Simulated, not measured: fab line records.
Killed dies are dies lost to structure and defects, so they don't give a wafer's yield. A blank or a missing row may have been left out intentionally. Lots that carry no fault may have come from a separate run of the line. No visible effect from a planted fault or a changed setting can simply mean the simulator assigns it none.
fab line records	flow gf180mcu
record: lots: 12	wafers: 34	lastDay: 34
route steps=602 shown M4@473 V4@477 M5@533 V5@544
lots that met no fault: from a run of the same line without faults
startH: the number of hours between the record's first day and the start of the first shown wafer of the lot	waitH: how many hours have passed since the lot's step before this one	" identical to the entry in the row above	L1.1+2: one row covering several wafers at once	- either no value or no given start	* or withheld: withheld	< > ~ a bound
route shown NAME@n: NAME is a module with steps in the file, n the number in the route of the first one	usual: average and standard deviation across the fault-free wafers	same: alike in all rows	chamber/n: place in a boat	sites: the reading at each site	_std_site: the values' standard deviation	_edge_site: the outer-site mean with the inner-site mean subtracted	radiusMm: for every site, how far away it sits from the centre of the wafer	mask NAME#n: copy n	behind: the last tool/chamber to shape the wafer	hold: why the lot was held/for how many hours/how that ended	device: transistor that didn't switch, given as n, p or np	end of line: the route-end tests of the same wafers	for a step that has no rows: nothing shown but its recipe	killed: dies that structure and defects cost at the first sort, which is not the same as the wafer's yield	map: the dies of a wafer, with x for killed, . for not killed, _ for no die there
set.NAME: the setting that was run; set.NAME@STEP: the one run at that earlier step	model.NAME: the simulator's own value behind a step, which no gauge read
the route's steps for a sample of lots (tables are steps, rows are wafers)
services: from which hour (startH, from the record's first day; less than 0 if before it) a tool's chamber was out of use, for how many hours, and why
== steps ==
step: GF_M4_STRIP_17
recipe: chemistry: O2/N2	powerW: 1400	pressureMtorr: 1500	platenTempC: 250	o2FlowSccm: 3000	n2FlowSccm: 300	overashFraction: 0.5
usual: drypumpMotorCurrentA: 5.8/0.49	heaterPowerW: 324/24	oesProductAu: 0.558/0.0048	stripTimeToEndpointS: 7.86/0.058
lot.wafer	tool	chamber	startH	waitH	drypumpMotorCurrentA	heaterPowerW	oesProductAu	rfHoursCounterH	stripTimeToEndpointS
L246.1	plasmaAsher-01	0	544.80	0.1	5.0	327	0.549	78	7.87
L246.5	"	0	"	"	5.0	319	0.555	-	7.84
L246.6	"	1	"	"	5.7	358	0.555	-	7.87
L247.2	plasmaAsher-02	1	550.55	0.1	6.2	284	0.558	13	7.95
L247.4	"	1	"	"	6.3	301	0.568	-	7.90
L247.5	"	1	"	"	6.2	292	0.555	-	7.94
L248.3	plasmaAsher-01	0	561.91	0.1	5.0	321	0.561	-	7.81
L248.4	"	1	"	"	5.7	353	0.556	-	7.83
L248.5	"	0	"	"	5.0	321	0.553	-	7.80
L249.1	plasmaAsher-01	1	565.53	0.1	5.7	354	0.549	80	7.88
L249.2	"	0	"	"	5.0	328	0.557	80	7.84
L249.6	"	0	"	"	5.0	323	0.565	-	7.89
L254.1	plasmaAsher-02	1	607.35	0.1	6.2	286	0.554	16	7.83
L254.3	"	0	"	"	6.3	314	0.555	-	7.86
L254.5	"	1	"	"	6.2	298	0.560	-	7.87
L258.1	plasmaAsher-04	0	638.03	0.1	5.2	320	0.561	102	7.85
L259.1	plasmaAsher-02	0	652.53	0.1	6.2	308	0.551	21	7.84
L259.4	"	0	"	"	6.2	305	0.556	-	7.81
L259.5	"	1	"	"	6.3	289	0.563	-	7.86
L261.2	plasmaAsher-02	1	665.35	0.1	6.2	285	0.565	21	7.84
L261.4	"	1	"	"	6.2	286	0.558	-	7.89
L261.5	"	1	"	"	6.2	290	0.556	-	7.77
L262.2	plasmaAsher-04	0	668.05	0.1	5.2	318	0.561	106	7.98
L262.5	"	1	"	"	5.7	350	0.560	-	7.97
L262.6	"	0	"	"	5.2	330	0.561	-	7.89
L266.1	plasmaAsher-02	1	698.54	0.1	6.3	294	0.551	26	7.77
L266.2	"	0	"	"	6.3	311	0.556	26	7.84
L266.3	"	1	"	"	6.3	295	0.552	-	7.77
L268.2	plasmaAsher-02	1	706.98	0.1	6.2	295	0.554	27	7.78
L268.4	"	0	"	"	6.3	310	0.558	-	7.84
L268.6	"	1	"	"	6.3	298	0.559	-	7.91
L269.2	plasmaAsher-02	0	710.04	0.1	6.3	305	0.561	27	7.93
L269.5	"	1	"	"	6.3	289	0.556	-	7.83
L269.6	"	0	"	"	6.3	314	0.562	-	7.92
step: GF_V4_THK_MEAS_01
recipe: reads: SiO2_of_V4_CVD_00
usual: V4_CVD_00_THK: 600/6.5
lot.wafer	tool	chamber	startH	waitH	V4_CVD_00_THK[nm]
L246.1	filmMetro-02	-	545.50	0.0	606
L246.5	"	-	"	"	607
L246.6	"	-	"	"	615
L247.2	filmMetro-02	-	551.21	0.0	605
L247.4	"	-	"	"	607
L247.5	"	-	"	"	605
L248.3	filmMetro-02	-	562.98	0.1	593
L248.4	"	-	"	"	590
L248.5	"	-	"	"	605
L249.1	filmMetro-03	-	566.27	0.0	595
L249.2	"	-	"	"	594
L249.6	"	-	"	"	594
L254.1	filmMetro-02	-	607.96	0.0	607
L254.3	"	-	"	"	598
L254.5	"	-	"	"	594
L258.1	filmMetro-04	-	638.63	0.0	603
L259.1	filmMetro-04	-	653.16	0.0	603
L259.4	"	-	"	"	603
L259.5	"	-	"	"	608
L261.2	filmMetro-04	-	665.97	0.0	596
L261.4	"	-	"	"	605
L261.5	"	-	"	"	591
L262.2	filmMetro-02	-	668.67	0.0	598
L262.5	"	-	"	"	600
L262.6	"	-	"	"	603
L266.1	filmMetro-04	-	699.19	0.1	592
L266.2	"	-	"	"	600
L266.3	"	-	"	"	601
L268.2	filmMetro-03	-	708.00	0.0	588
L268.4	"	-	"	"	597
L268.6	"	-	"	"	595
L269.2	filmMetro-04	-	710.81	0.0	589
L269.5	"	-	"	"	598
L269.6	"	-	"	"	603
step: GF_M5_CD_MEAS_07
recipe: targetCdNm: 280
usual: cdNm: 280.2/1.1
lot.wafer	tool	chamber	startH	waitH	cdNm
L246.1	cdSem-01	-	613.40	0.1	277.9
L246.5	"	-	"	"	278.6
L246.6	"	-	"	"	280.2
L247.2	cdSem-02	-	618.88	0.1	279.7
L247.4	"	-	"	"	277.9
L247.5	"	-	"	"	279.7
L248.3	cdSem-01	-	629.70	0.1	280.2
L248.4	"	-	"	"	279.6
L248.5	"	-	"	"	279.9
L249.1	cdSem-01	-	633.41	0.1	282.4
L249.2	"	-	"	"	282.4
L249.6	"	-	"	"	281.9
L254.1	cdSem-01	-	671.96	0.1	279.6
L254.3	"	-	"	"	279.6
L254.5	"	-	"	"	280.2
L258.1	cdSem-01	-	699.40	0.1	280.0
L259.1	cdSem-01	-	713.25	0.1	280.2
L259.4	"	-	"	"	280.7
L259.5	"	-	"	"	280.9
L261.2	cdSem-01	-	724.24	0.2	279.7
L261.4	"	-	"	"	280.9
L261.5	"	-	"	"	279.8
L262.2	cdSem-01	-	726.92	0.1	282.0
L262.5	"	-	"	"	282.6
L262.6	"	-	"	"	282.2
L266.1	cdSem-01	-	755.13	0.1	279.0
L266.2	"	-	"	"	278.9
L266.3	"	-	"	"	279.6
L268.2	cdSem-02	-	762.58	0.1	280.3
L268.4	"	-	"	"	280.0
L268.6	"	-	"	"	279.5
L269.2	cdSem-02	-	765.40	0.1	282.5
L269.5	"	-	"	"	280.8
L269.6	"	-	"	"	281.6
step: GF_V5_CMP_04
recipe: material: SiO2	downForcePsi: 4	platenRpm: 60	padVelocityMS: 0.94248
usual: motorCurrentA: 12.6/1
lot.wafer	tool	chamber	startH	waitH	motorCurrentA
L246.1	cmp-02	1	614.55	0.1	13.7
L246.5	"	0	"	"	11.0
L246.6	"	1	"	"	13.2
L247.4	cmp-02	3	620.01	0.1	12.0
L247.2	"	0	"	"	11.4
L247.5	"	2	"	"	11.4
L248.3	cmp-01	0	630.86	0.1	13.1
L248.4	"	1	"	"	11.4
L248.5	"	2	"	"	13.3
L249.1	cmp-02	1	634.61	0.1	13.6
L249.2	"	2	"	"	11.9
L249.6	"	0	"	"	11.2
L254.3	cmp-02	0	673.16	0.1	10.9
L254.1	"	2	"	"	11.4
L254.5	"	3	"	"	12.3
L258.1	cmp-01	0	700.55	0.1	13.4
L259.4	cmp-01	3	714.46	0.1	13.6
L259.1	"	0	"	"	13.2
L259.5	"	2	"	"	13.0
L261.4	cmp-02	0	725.43	0.0	11.4
L261.2	"	1	"	"	13.5
L261.5	"	1	"	"	14.0
L262.2	cmp-02	0	728.26	0.2	11.1
L262.6	"	1	"	"	13.6
L262.5	"	2	"	"	12.1
L266.1	cmp-02	1	756.34	0.1	13.9
L266.2	"	2	"	"	12.1
L266.3	"	0	"	"	11.3
L268.2	cmp-02	0	763.66	0.0	11.1
L268.4	"	3	"	"	12.5
L268.6	"	1	"	"	14.5
L269.2	cmp-02	3	766.98	0.5	12.0
L269.5	"	1	"	"	13.6
L269.6	"	2	"	"	11.8
step: GF_V5_BOW_MEAS_05
recipe: mode: bow
usual: V5_BOW: 131/9.6
lot.wafer	tool	chamber	startH	waitH	hold	V5_BOW[um]
L246.1	filmMetro-01	-	614.80	0.2	-	132
L246.5	"	-	"	"	-	129
L246.6	"	-	"	"	-	135
L247.2	filmMetro-03	-	620.28	0.2	-	135
L247.4	"	-	"	"	-	132
L247.5	"	-	"	"	-	140
L248.3	filmMetro-01	-	631.10	0.2	-	118
L248.4	"	-	"	"	-	122
L248.5	"	-	"	"	-	127
L249.1	filmMetro-04	-	634.81	0.1	-	126
L249.2	"	-	"	"	-	130
L249.6	"	-	"	"	-	135
L254.1	filmMetro-01	-	673.41	0.1	-	141
L254.3	"	-	"	"	-	140
L254.5	"	-	"	"	-	145
L258.1	filmMetro-03	-	700.80	0.2	awaitDispo/0.2h/release	129
L258.1	filmMetro-03	-	701.22	0.4	-	-
L259.1	filmMetro-04	-	714.66	0.1	awaitDispo/0.2h/release	144
L259.4	"	-	"	"	awaitDispo/0.2h/release	127
L259.5	"	-	"	"	awaitDispo/0.2h/release	131
L259.1	filmMetro-04	-	714.94	0.3	-	-
L259.4	"	-	"	"	-	-
L259.5	"	-	"	"	-	-
L261.2	filmMetro-03	-	725.75	0.2	-	142
L261.4	"	-	"	"	-	146
L261.5	"	-	"	"	-	139
L262.2	filmMetro-04	-	728.43	0.1	-	136
L262.5	"	-	"	"	-	129
L262.6	"	-	"	"	-	118
L266.1	filmMetro-04	-	756.64	0.2	-	134
L266.2	"	-	"	"	-	140
L266.3	"	-	"	"	-	136
L268.2	filmMetro-01	-	763.98	0.3	-	141
L268.4	"	-	"	"	-	143
L268.6	"	-	"	"	-	145
L269.2	filmMetro-04	-	767.20	0.2	-	140
L269.5	"	-	"	"	-	127
L269.6	"	-	"	"	-	126
step: GF_V5_ETCH_17
recipe: chemistry: C4F8/O2/Ar	maskMaterial: KrF	target: SiO2	stopOn: TiN	sourceW: 1500	biasW: 1200	pressureMtorr: 40	c4f8FlowSccm: withheld	O2_flow_sccm: 6	Ar_flow_sccm: 300	timeS: withheld	targetDepthA: 8550
usual: oesProductAu: 0.859/0.0042
lot.wafer	tool	chamber	startH	waitH	oesProductAu
L246.1	rieDiel-03	0	-	-	0.864
L246.5	"	2	"	"	0.854
L246.6	"	3	"	"	0.863
L247.2	rieDiel-02	2	-	-	0.865
L247.4	"	3	"	"	0.864
L247.5	"	2	"	"	0.861
L248.3	rieDiel-01	3	-	-	0.857
L248.4	"	0	"	"	0.860
L248.5	"	3	"	"	0.857
L249.1	rieDiel-02	1	-	-	0.865
L249.2	"	3	"	"	0.856
L249.6	"	3	"	"	0.864
L254.1	rieDiel-03	1	-	-	0.856
L254.3	"	0	"	"	0.858
L254.5	"	1	"	"	0.859
L258.1	rieDiel-03	3	-	-	0.982
L259.1	rieDiel-01	2	-	-	0.971
L259.4	"	1	"	"	0.858
L259.5	"	1	"	"	0.859
L261.2	rieDiel-01	0	-	-	0.859
L261.4	"	1	"	"	0.854
L261.5	"	1	"	"	0.858
L262.2	rieDiel-03	1	-	-	0.862
L262.5	"	0	"	"	0.856
L262.6	"	3	"	"	0.860
L266.1	rieDiel-02	0	-	-	0.861
L266.2	"	3	"	"	0.860
L266.3	"	2	"	"	0.866
L268.2	rieDiel-02	0	-	-	0.860
L268.4	"	3	"	"	0.861
L268.6	"	2	"	"	0.859
L269.2	rieDiel-01	3	-	-	0.867
L269.5	"	0	"	"	0.862
L269.6	"	3	"	"	0.863
== services ==
tool	chamber	startH	hours	kind
cmp-01	-	521.71	34.0	repair
cmp-01	-	529.22	1.2	repair
plasmaAsher-02	-	533.10	1.8	repair
rieDiel-02	1	541.44	3.1	repair
plasmaAsher-01	-	555.87	5.8	repair
plasmaAsher-02	-	558.75	27.8	pm
cmp-01	-	572.00	4.0	pm
cmp-02	-	572.63	1.8	repair
rieDiel-02	2	579.92	3.2	repair
plasmaAsher-02	-	616.36	1.6	repair
plasmaAsher-02	-	616.73	1.6	repair
cmp-02	-	630.34	0.5	repair
rieDiel-01	0	637.65	4.5	repair
plasmaAsher-02	-	653.73	8.2	repair
plasmaAsher-01	-	661.91	15.6	pm
plasmaAsher-01	-	677.51	14.6	pm
plasmaAsher-01	-	692.11	1.7	pm
rieDiel-03	3	723.48	3.5	repair
cmp-02	-	744.33	4.0	pm
cmp-02	-	748.37	5.5	pm
cmp-01	-	764.01	4.3	pm
rieDiel-01	-	769.72	2.8	pm
cmp-01	-	772.01	5.3	pm
rieDiel-03	2	772.59	3.5	repair
== key ==
firstSign: step: GF_V5_BOW_MEAS_05	reading: visit	direction: added
effect: step: GF_V5_ETCH_17	reading: oesProductAu	direction: up	sigmas: 28	usual: 0.859	struck: 0.976
metAt GF_V5_CMP_04
struckLots L258,L259
struckWafers L258.1,L259.1
sortLeftOut L258.1,L259.1
testerLeftOut L258
notActingAt GF_M4_STRIP_17,GF_V4_THK_MEAS_01,GF_M5_CD_MEAS_07
onsetBetween 630.86 700.55
earlierFault: kind: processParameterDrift	tool: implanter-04	chamber: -	onsetH: 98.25	steps: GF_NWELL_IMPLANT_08	channel: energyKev	offset: 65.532	shape: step	endH: 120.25	actsIn: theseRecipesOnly	stated: 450
fault: kind: processParameterDrift	tool: cmp-01	chamber: -	onsetH: 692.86	steps: GF_V5_CMP_04	channel: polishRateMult	offset: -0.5	shape: step	endH: 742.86	scope: struckWafersOnly
testerLeftOut: of these lots the tester's yield and bins aren't shown, on N5 and GAA mostly nor the transistor test; their killed dies are dies lost to structure and defects alone, not to doping, threshold or leakage, so they don't give the yield
sortLeftOut: the simulated sort isn't trusted on such a fault, so these wafers' sort isn't shown, and their yield isn't known
